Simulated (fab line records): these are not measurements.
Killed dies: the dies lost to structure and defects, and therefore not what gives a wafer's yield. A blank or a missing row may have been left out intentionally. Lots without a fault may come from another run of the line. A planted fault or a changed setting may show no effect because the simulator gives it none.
Matching of chambers    flow gf180mcu    4 sister chambers for GF_M5_ETCH_09 on rie_diel-01
The step etches Si3N4 in CF4/O2, target depth 52 nm, time 11.6 s. 4 wafers are shown with their chamber, then 12 later ones without.

WAFERS WITH THEIR CHAMBER
wafer   chamber  drypump_motor_current_A (A)
L084.1  3        6.0
L084.4  2        5.3
L084.5  1        5.1
L084.6  0        5.3

WAFERS MISSING THEIR CHAMBER
wafer   drypump_motor_current_A (A)
L086.1  6.0
L086.3  5.1
L086.5  5.3
L090.1  5.1
L090.2  5.3
L090.3  6.0
L091.2  5.1
L091.5  5.1
L091.6  5.3
L096.2  5.1
L096.3  5.2
L096.4  6.0

WHICH CHAMBER EACH ONE RAN IN
wafer   from the rows above           in truth
L086.1  3                             3
L086.3  1                             1
L086.5  can't be placed: 0 or 2       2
L090.1  1                             1
L090.2  can't be placed: 0 or 2       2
L090.3  3                             3
L091.2  1                             1
L091.5  1                             1
L091.6  can't be placed: 0 or 2       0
L096.2  1                             1
L096.3  can't be placed: 0 or 2 or 1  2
L096.4  3                             3
8 of 12 placed correctly. Cannot be placed on the basis of these rows: 4; the candidates contain the true chamber in 4. Placed wrongly: 0.
How it was worked out, from the rows above alone: a wafer's distance from a chamber is the root of the sum, over the readings, of the square of ((its reading less the chamber's mean) divided by the reading's scatter). The wafer belongs to the nearest chamber; if the next one is less than 2 further off, it can't be placed. A chamber's mean is the mean of its shown wafers. The scatter (one wafer shown for each chamber): square how far every hidden wafer sits from the nearest shown wafer, average those squares and take the square root.
